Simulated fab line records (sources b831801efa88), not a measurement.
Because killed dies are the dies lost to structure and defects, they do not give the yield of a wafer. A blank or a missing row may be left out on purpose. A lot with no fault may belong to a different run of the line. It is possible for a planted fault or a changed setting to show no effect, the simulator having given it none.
fab line records | flow sky130
record lots=12 wafers=36 lastDay=50
route steps=708 shown SD_N@356 SD_P@359 LI_CONTACT@362 PAD_OPEN@708
lots untouched by any fault: they come from a run of this same line in which no faults occurred
startH: start of the lot's first displayed wafer, in hours after the record's first day | waitH: hours since the lot's step before | " repeats the value in the row above | L1.1+2: a single row standing in for several wafers | - either no value or no given start | * or withheld: withheld | < > ~ a bound
route shown NAME@n: names a module that has steps shown in the file, with the first one's number in the route | usual: average and standard deviation across the fault-free wafers | same: alike in all rows | chamber/n: place in a boat | sites: the reading at each site | _std_site: standard deviation of those values | _edge_site: mean of outer sites minus mean of inner sites | radiusMm: for every site, how far away it sits from the centre of the wafer | mask NAME#n: copy n | behind: the most recent tool/chamber to have shaped the wafer | hold: the reason the lot was held/the length of the hold in hours/how it ended | device: whichever transistor did not switch (one of n, p or np) | end of line: tests run on the same wafers once the route is complete | step lacking rows: just its recipe | killed: not the wafer's yield, but the dies lost to structure and defects at the first sort | map: the dies of a wafer, with x for killed, . for not killed, _ for no die there
set.NAME: setting as actually run; set.NAME@STEP: the setting as run at that earlier step | model.NAME: the simulator's own value behind a step, which no gauge read
the route's steps for a sample of lots (tables are steps, rows are wafers)
services: from which hour (startH, from the record's first day; less than 0 if before it) a tool's chamber was out of use, for how many hours, and why
## steps
# step SKY_SD_N_RTA_14
# recipe tempC=1075 timeS=2 idleTempC=650 rampUpCPerS=150 rampDownCPerS=90 ambient=N2
# usual lampPowerPct=15.74/0.055 rampUpCPerS=150.00/0.026 wafer_temp_C_max=1078.0/1.3
# columns lot.wafer tool chamber startH waitH lampPowerPct rampUpCPerS wafer_temp_C_max
L277.1 rtpAnneal-01 0 641.75 0.0 15.75 149.93 1077.6
L277.2 " 0 " " 15.78 149.96 1077.5
L277.5 " 0 " " 15.67 150.00 1077.1
L278.1 rtpAnneal-02 0 645.13 0.0 15.80 150.01 1079.0
L278.4 " 0 " " 15.78 150.02 1077.7
L278.5 " 0 " " 15.79 150.05 1076.5
L282.2 rtpAnneal-01 0 694.88 0.0 15.73 150.00 1077.0
L282.4 " 0 " " 15.71 150.02 1077.3
L282.5 " 0 " " 15.77 149.98 1079.7
L283.1 rtpAnneal-01 0 704.61 0.0 15.71 150.00 1077.0
L283.4 " 0 " " 15.82 150.03 1077.0
L283.5 " 0 " " 15.66 150.00 1079.8
L285.1 rtpAnneal-01 0 713.45 0.0 15.71 150.01 1078.7
L285.3 " 0 " " 15.68 149.94 1078.4
L285.5 " 0 " " 15.77 149.99 1076.0
L286.1 rtpAnneal-02 0 714.96 0.0 15.74 149.95 1078.0
L286.5 " 0 " " 15.73 150.03 1078.1
L286.6 " 0 " " 15.73 150.04 1077.9
L288.1 rtpAnneal-02 0 739.25 0.0 15.67 150.02 1077.3
L288.3 " 0 " " 15.73 150.01 1078.2
L288.4 " 0 " " 15.75 150.01 1078.0
L289.1 rtpAnneal-01 0 744.10 0.0 15.76 149.94 1077.4
L289.2 " 0 " " 15.80 149.98 1078.6
L289.6 " 0 " " 15.74 150.02 1076.1
L294.2 rtpAnneal-01 0 802.93 0.0 15.76 150.03 1078.2
L294.4 " 0 " " 15.75 149.96 1077.4
L294.5 " 0 " " 15.74 149.95 1078.1
L297.2 rtpAnneal-01 0 805.87 0.0 15.71 150.00 1078.0
L297.3 " 0 " " 15.71 149.98 1080.2
L297.5 " 0 " " 15.77 149.97 1078.6
L299.1 rtpAnneal-01 0 819.90 0.0 15.64 150.00 1081.3
L299.3 " 0 " " 15.68 149.99 1077.4
L299.6 " 0 " " 15.70 149.99 1077.9
L300.1 rtpAnneal-02 0 824.28 0.0 15.78 149.96 1079.3
L300.2 " 0 " " 15.74 150.00 1079.2
L300.4 " 0 " " 15.80 150.03 1076.4
# step SKY_SD_N_RS_MEAS_17
# recipe thkMeasGauge=four-point-probe
# usual SD_P_RS=147.1/0.37
# columns lot.wafer tool chamber startH waitH SD_P_RS[ohm/sq]
L277.1 filmMetro-04 - 642.05 0.1 147.6
L277.2 " - " " 147.3
L277.5 " - " " 147.6
L278.1 filmMetro-01 - 645.42 0.1 146.8
L278.4 " - " " 146.9
L278.5 " - " " 146.9
L282.2 filmMetro-04 - 695.19 0.1 147.3
L282.4 " - " " 147.1
L282.5 " - " " 147.3
L283.1 filmMetro-04 - 704.90 0.1 147.6
L283.4 " - " " 147.9
L283.5 " - " " 148.1
L285.1 filmMetro-01 - 713.75 0.1 146.7
L285.3 " - " " 147.1
L285.5 " - " " 146.5
L286.1 filmMetro-04 - 715.25 0.1 146.9
L286.5 " - " " 146.3
L286.6 " - " " 146.8
L288.1 filmMetro-02 - 739.55 0.1 147.3
L288.3 " - " " 147.1
L288.4 " - " " 146.9
L289.1 filmMetro-04 - 744.40 0.1 146.9
L289.2 " - " " 147.4
L289.6 " - " " 147.1
L294.2 filmMetro-02 - 803.24 0.1 147.3
L294.4 " - " " 147.1
L294.5 " - " " 147.0
L297.2 filmMetro-01 - 806.18 0.1 146.7
L297.3 " - " " 147.3
L297.5 " - " " 147.0
L299.1 filmMetro-04 - 820.20 0.1 147.2
L299.3 " - " " 147.8
L299.6 " - " " 147.4
L300.1 filmMetro-01 - 824.57 0.1 147.2
L300.2 " - " " 147.1
L300.4 " - " " 146.7
# step SKY_LI_CONTACT_HDPCVD_00
# recipe material=PSG targetThkNm=930 sigmaOpenFrac=0.3 timeS=155 tempC=600 sih4FlowSccm=60 pressureMtorr=6
# usual runLengthS=182.8/0.45
# columns lot.wafer tool chamber startH waitH runLengthS
L277.1 hdpcvd-01 1 642.30 0.0 182.4
L277.2 " 0 " " 182.2
L277.5 " 1 " " 182.6
L278.1 hdpcvd-01 0 645.68 0.0 182.9
L278.4 " 2 " " 183.2
L278.5 " 1 " " 181.9
L282.2 hdpcvd-02 1 695.43 0.0 182.5
L282.4 " 0 " " 182.8
L282.5 " 2 " " 184.0
L283.1 hdpcvd-02 0 705.16 0.0 183.3
L283.4 " 2 " " 183.4
L283.5 " 0 " " 183.1
L285.1 hdpcvd-01 0 714.00 0.0 182.3
L285.3 " 1 " " 182.1
L285.5 " 2 " " 182.7
L286.1 hdpcvd-01 2 715.51 0.0 183.1
L286.5 " 1 " " 182.1
L286.6 " 2 " " 183.1
L288.1 hdpcvd-01 0 739.80 0.0 182.6
L288.3 " 1 " " 182.7
L288.4 " 0 " " 182.8
L289.1 hdpcvd-01 1 744.65 0.0 182.9
L289.2 " 2 " " 183.1
L289.6 " 2 " " 183.1
L294.2 hdpcvd-01 0 803.48 0.0 178.0
L294.4 " 1 " " 181.9
L294.5 " 2 " " 183.2
L297.2 hdpcvd-01 1 806.41 0.0 181.9
L297.3 " 0 " " 177.3
L297.5 " 0 " " 178.1
L299.1 hdpcvd-02 2 820.45 0.0 183.1
L299.3 " 1 " " 183.2
L299.6 " 1 " " 183.2
L300.1 hdpcvd-02 1 824.83 0.0 183.1
L300.2 " 0 " " 182.8
L300.4 " 1 " " 182.6
# step SKY_LI_CONTACT_THK_MEAS_01
# recipe reads=PSG_of_LI_CONTACT_HDPCVD_00
# usual LI_CONTACT_HDPCVD_THK=929/9.6
# columns lot.wafer tool chamber startH waitH LI_CONTACT_HDPCVD_THK[nm]
L277.1 filmMetro-01 - 642.41 0.1 918
L277.2 " - " " 941
L277.5 " - " " 926
L278.1 filmMetro-01 - 645.78 0.1 934
L278.4 " - " " 946
L278.5 " - " " 928
L282.2 filmMetro-01 - 695.54 0.1 906
L282.4 " - " " 927
L282.5 " - " " 909
L283.1 filmMetro-04 - 705.26 0.1 934
L283.4 " - " " 920
L283.5 " - " " 927
L285.1 filmMetro-01 - 714.11 0.1 927
L285.3 " - " " 927
L285.5 " - " " 925
L286.1 filmMetro-02 - 715.61 0.1 916
L286.5 " - " " 929
L286.6 " - " " 930
L288.1 filmMetro-01 - 739.91 0.1 935
L288.3 " - " " 927
L288.4 " - " " 937
L289.1 filmMetro-02 - 744.76 0.1 920
L289.2 " - " " 925
L289.6 " - " " 925
L294.2 filmMetro-04 - 803.59 0.1 900
L294.4 " - " " 921
L294.5 " - " " 929
L297.2 filmMetro-02 - 806.52 0.1 914
L297.3 " - " " 883
L297.5 " - " " 886
L299.1 filmMetro-04 - 820.56 0.1 942
L299.3 " - " " 929
L299.6 " - " " 919
L300.1 filmMetro-01 - 824.93 0.1 923
L300.2 " - " " 943
L300.4 " - " " 932
# step SKY_LI_CONTACT_CMP_02
# recipe material=PSG downForcePsi=4 platenRpm=60 padVelocityMS=0.94248
# usual motorCurrentA=11.3/0.91 timeToEndpointS=32/3.5
# columns lot.wafer tool chamber startH waitH motorCurrentA timeToEndpointS
L277.2 cmp-01 1 642.52 0.1 11.3 35
L277.1 " 3 " " 12.8 29
L277.5 " 0 " " 12.4 34
L278.1 cmp-02 1 645.89 0.1 11.3 32
L278.4 " 2 " " 9.2 37
L278.5 " 1 " " 12.0 34
L282.2 cmp-02 1 695.64 0.1 11.2 28
L282.4 " 3 " " 12.1 35
L282.5 " 0 " " 11.0 32
L283.1 cmp-02 2 705.32 0.1 9.5 38
L283.4 " 3 " " 11.7 37
L283.5 " 3 " " 12.1 38
L285.1 cmp-02 3 714.17 0.1 11.4 38
L285.3 " 1 " " 11.2 32
L285.5 " 3 " " 11.9 34
L286.1 cmp-01 2 715.72 0.1 12.3 27
L286.6 " 1 " " 11.0 30
L286.5 " 2 " " 12.3 26
L288.4 cmp-02 1 740.02 0.1 11.4 29
L288.3 " 2 " " 9.7 30
L288.1 " 3 " " 12.2 31
L289.1 cmp-01 3 744.99 0.2 12.8 29
L289.2 " 1 " " 10.8 28
L289.6 " 3 " " 11.9 27
L294.4 cmp-02 0 803.69 0.1 10.8 34
L294.2 " 2 " " 9.9 31
L294.5 " 3 " " 12.1 36
L297.3 cmp-01 1 806.57 0.0 11.2 23
L297.2 " 3 " " 12.6 27
L297.5 " 1 " " 10.9 23
L299.3 cmp-02 0 820.62 0.0 11.1 36
L299.1 " 3 " " 11.8 37
L299.6 " 0 " " 10.7 32
L300.4 cmp-01 0 824.99 0.0 12.6 32
L300.1 " 1 " " 11.0 28
L300.2 " 2 " " 12.7 30
# step SKY_PAD_OPEN_PROBE_99
# usual killed_at_M0_to_M3=44/6.9 killed_at_M4_up=3.3/1.8 killedAtContacts=24/5 killedAtFrontEnd=16/4.6 killedAtOther=0.2/0.42 killedDies=88/9.2 killedOpen=48/7.3 killedShort=40/6.5
# same grossDies=492 killedAtBackSide=0
# columns lot.wafer tool chamber startH waitH killed_at_M0_to_M3 killed_at_M4_up killedAtContacts killedAtFrontEnd killedAtOther killedDies killedOpen killedShort
L277.1 prober-01 - 1072.33 0.1 45 4 23 13 0 85 40 45
L277.2 prober-01 - 1072.38 0.1 47 8 27 14 0 96 48 48
L277.5 prober-01 - 1072.53 0.2 53 5 30 18 0 106 55 51
L286.1 prober-02 - 1130.22 0.1 54 2 24 16 1 97 50 45
L286.5 prober-02 - 1130.42 0.2 49 3 32 11 1 96 48 46
L286.6 prober-02 - 1130.47 0.2 38 1 32 23 1 95 50 45
L288.1 prober-02 - 1141.62 0.1 44 3 20 13 0 80 41 39
L288.3 prober-02 - 1141.72 0.2 46 3 25 22 0 96 54 42
L288.4 prober-02 - 1141.77 0.2 38 3 24 18 0 83 47 36
L289.1 prober-01 - 1147.82 0.1 41 2 16 13 1 73 46 27
L289.2 prober-01 - 1147.87 0.1 37 8 30 19 0 94 65 29
L289.6 prober-01 - 1148.07 0.2 38 5 29 20 0 92 56 36
L294.2 prober-01 - 1186.03 0.1 50 2 26 12 1 91 42 48
L294.4 prober-01 - 1186.13 0.2 47 3 32 11 1 94 43 50
L294.5 prober-01 - 1186.18 0.2 45 2 20 14 0 81 43 38
L297.2 prober-01 - 1187.95 0.1 54 2 16 15 0 87 47 39
L297.3 prober-01 - 1188.00 0.2 42 3 28 20 0 93 43 50
L297.5 prober-01 - 1188.10 0.2 46 4 31 15 0 96 55 41
# killed by level:class
L277.1 VIA1:geometricParticle:open=10 CONTACT:geometricParticle:open=9 METAL2:geometricParticle:short=9 CONTACT:geometricParticle:short=7 FIELD_ISO:geometricParticle:short=5 METAL1:geometricParticle:short=5 LOCAL_INTERCONNECT:geometricParticle:short=4 VIA1:geometricParticle:short=4
L277.2 CONTACT:geometricParticle:open=18 VIA1:geometricParticle:short=11 VIA1:geometricParticle:open=8 VIA3:geometricParticle:short=6 POLY_GATE:geometricParticle:open=5 CONTACT:geometricParticle:short=5 METAL1:geometricParticle:short=5 METAL4:geometricParticle:short=5
L277.5 VIA1:geometricParticle:open=10 CONTACT:geometricParticle:open=10 LI_CONTACT:geometricParticle:open=9 CONTACT:geometricParticle:short=7 METAL1:geometricParticle:short=7 VIA2:geometricParticle:open=7 FIELD_ISO:geometricParticle:open=6 METAL2:geometricParticle:short=6
L286.1 VIA1:geometricParticle:short=11 VIA1:geometricParticle:open=11 VIA2:geometricParticle:open=10 CONTACT:geometricParticle:open=9 METAL2:geometricParticle:short=9 FIELD_ISO:geometricParticle:open=4 POLY_GATE:geometricParticle:open=4 LOCAL_INTERCONNECT:geometricParticle:short=4
L286.5 VIA1:geometricParticle:open=13 CONTACT:geometricParticle:open=10 VIA2:geometricParticle:open=7 LI_CONTACT:geometricParticle:open=6 LOCAL_INTERCONNECT:geometricParticle:short=6 CONTACT:geometricParticle:short=6 METAL1:geometricParticle:short=6 VIA1:geometricParticle:short=6
L286.6 LI_CONTACT:geometricParticle:open=12 VIA3:geometricParticle:open=8 LOCAL_INTERCONNECT:geometricParticle:short=8 FIELD_ISO:geometricParticle:open=6 VIA1:geometricParticle:open=6 METAL1:geometricParticle:short=5 VIA1:geometricParticle:short=5 METAL2:geometricParticle:short=5
L288.1 VIA2:geometricParticle:open=12 VIA1:geometricParticle:short=7 CONTACT:geometricParticle:open=6 VIA1:geometricParticle:open=6 METAL1:geometricParticle:short=6 LOCAL_INTERCONNECT:geometricParticle:short=5 VIA3:geometricParticle:open=5 FIELD_ISO:geometricParticle:open=4
L288.3 VIA1:geometricParticle:open=11 CONTACT:geometricParticle:open=10 FIELD_ISO:geometricParticle:open=9 VIA2:geometricParticle:short=8 FIELD_ISO:geometricParticle:short=6 VIA2:geometricParticle:open=6 VIA3:geometricParticle:open=6 LI_CONTACT:geometricParticle:open=5
L288.4 CONTACT:geometricParticle:open=13 METAL2:geometricParticle:short=8 FIELD_ISO:geometricParticle:open=6 VIA1:geometricParticle:short=6 VIA3:geometricParticle:open=6 FIELD_ISO:geometricParticle:short=4 LI_CONTACT:geometricParticle:open=4 VIA1:geometricParticle:open=4
L289.1 VIA1:geometricParticle:open=13 CONTACT:geometricParticle:open=11 VIA3:geometricParticle:open=5 FIELD_ISO:geometricParticle:open=4 METAL1:geometricParticle:short=4 VIA2:geometricParticle:open=4 METAL3:geometricParticle:short=4 LI_CONTACT:geometricParticle:open=3
L289.2 VIA1:geometricParticle:open=13 CONTACT:geometricParticle:open=10 LI_CONTACT:geometricParticle:open=9 VIA2:geometricParticle:open=8 FIELD_ISO:geometricParticle:open=6 VIA3:geometricParticle:open=6 METAL4:geometricParticle:short=5 LOCAL_INTERCONNECT:geometricParticle:open=4
L289.6 VIA1:geometricParticle:open=16 CONTACT:geometricParticle:open=14 LI_CONTACT:geometricParticle:open=8 POLY_GATE:geometricParticle:short=6 FIELD_ISO:geometricParticle:short=5 VIA2:geometricParticle:short=5 VIA2:geometricParticle:open=4 METAL4:geometricParticle:short=4
L294.2 METAL1:geometricParticle:short=10 CONTACT:geometricParticle:open=9 VIA1:geometricParticle:open=8 LI_CONTACT:geometricParticle:open=7 METAL2:geometricParticle:short=7 VIA3:geometricParticle:open=7 VIA1:geometricParticle:short=6 LOCAL_INTERCONNECT:geometricParticle:short=5
L294.4 CONTACT:geometricParticle:open=10 VIA2:geometricParticle:open=8 LI_CONTACT:geometricParticle:open=6 LOCAL_INTERCONNECT:geometricParticle:short=6 CONTACT:geometricParticle:short=6 VIA1:geometricParticle:open=6 POLY_GATE:geometricParticle:short=5 METAL1:geometricParticle:short=5
L294.5 CONTACT:geometricParticle:open=7 VIA1:geometricParticle:open=7 VIA3:geometricParticle:open=7 POLY_GATE:geometricParticle:open=6 VIA2:geometricParticle:open=6 METAL1:geometricParticle:short=5 CONTACT:geometricParticle:short=5 VIA1:geometricParticle:short=5
L297.2 VIA1:geometricParticle:open=10 VIA2:geometricParticle:open=10 VIA1:geometricParticle:short=8 VIA3:geometricParticle:open=7 LI_CONTACT:geometricParticle:open=6 METAL1:geometricParticle:short=6 CONTACT:geometricParticle:open=5 FIELD_ISO:geometricParticle:short=4
L297.3 CONTACT:geometricParticle:short=8 CONTACT:geometricParticle:open=8 LI_CONTACT:geometricParticle:open=7 VIA2:geometricParticle:short=6 METAL2:geometricParticle:short=6 VIA3:geometricParticle:open=6 POLY_GATE:geometricParticle:open=5 POLY_GATE:geometricParticle:short=5
L297.5 VIA1:geometricParticle:open=15 LI_CONTACT:geometricParticle:open=11 VIA3:geometricParticle:open=8 LOCAL_INTERCONNECT:geometricParticle:short=8 CONTACT:geometricParticle:open=7 FIELD_ISO:geometricParticle:open=6 METAL2:geometricParticle:short=6 CONTACT:geometricParticle:short=4
## services
# columns tool chamber startH hours kind
cmp-02 - 618.11 5.8 pm
cmp-01 - 623.88 3.0 pm
cmp-01 - 628.61 1.1 repair
hdpcvd-02 - 650.75 15.0 pm
hdpcvd-02 0 650.75 15.0 ventCycle
hdpcvd-02 1 650.75 15.0 ventCycle
hdpcvd-02 2 650.75 15.0 ventCycle
cmp-02 - 652.71 2.4 repair
cmp-02 - 654.71 0.5 repair
hdpcvd-02 0 665.75 - clean
hdpcvd-02 1 665.75 - clean
hdpcvd-02 2 665.75 - clean
hdpcvd-02 1 666.27 2.1 repair
cmp-01 - 684.58 8.1 pm
hdpcvd-02 2 687.98 2.5 repair
hdpcvd-02 - 696.71 0.7 repair
hdpcvd-01 - 741.63 0.5 repair
cmp-02 - 744.23 4.0 pm
cmp-02 - 748.23 - consumableReplace:conditioner
cmp-02 - 748.23 - consumableReplace:pad
cmp-01 - 758.72 0.5 repair
hdpcvd-01 1 777.90 20.7 repair
cmp-01 - 782.97 0.9 repair
## key
firstSign step=SKY_LI_CONTACT_HDPCVD_00 reading=runLengthS direction=down sigmas=11 usual=* struck=*
effect step=SKY_LI_CONTACT_THK_MEAS_01 reading=LI_CONTACT_HDPCVD_THK direction=down sigmas=4.1 usual=929 struck=889
metAt SKY_LI_CONTACT_HDPCVD_00
struckLots L294,L297
struckWafers L294.2,L297.3,L297.5
testerLeftOut L294,L297
notActingAt SKY_SD_N_RTA_14,SKY_SD_N_RS_MEAS_17,SKY_LI_CONTACT_CMP_02
onsetBetween 739.80 803.48
fault kind=processParameterDrift tool=hdpcvd-01 chamber=0 onsetH=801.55 steps=SKY_LI_CONTACT_HDPCVD_00 channel=timeS offset=* shape=step endH=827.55 actsIn=* stated=*
# testerLeftOut: of these lots the tester's yield and bins aren't shown, on N5 and GAA mostly nor the transistor test; their killed dies are dies lost to structure and defects alone, not to doping, threshold or leakage, so they don't give the yield
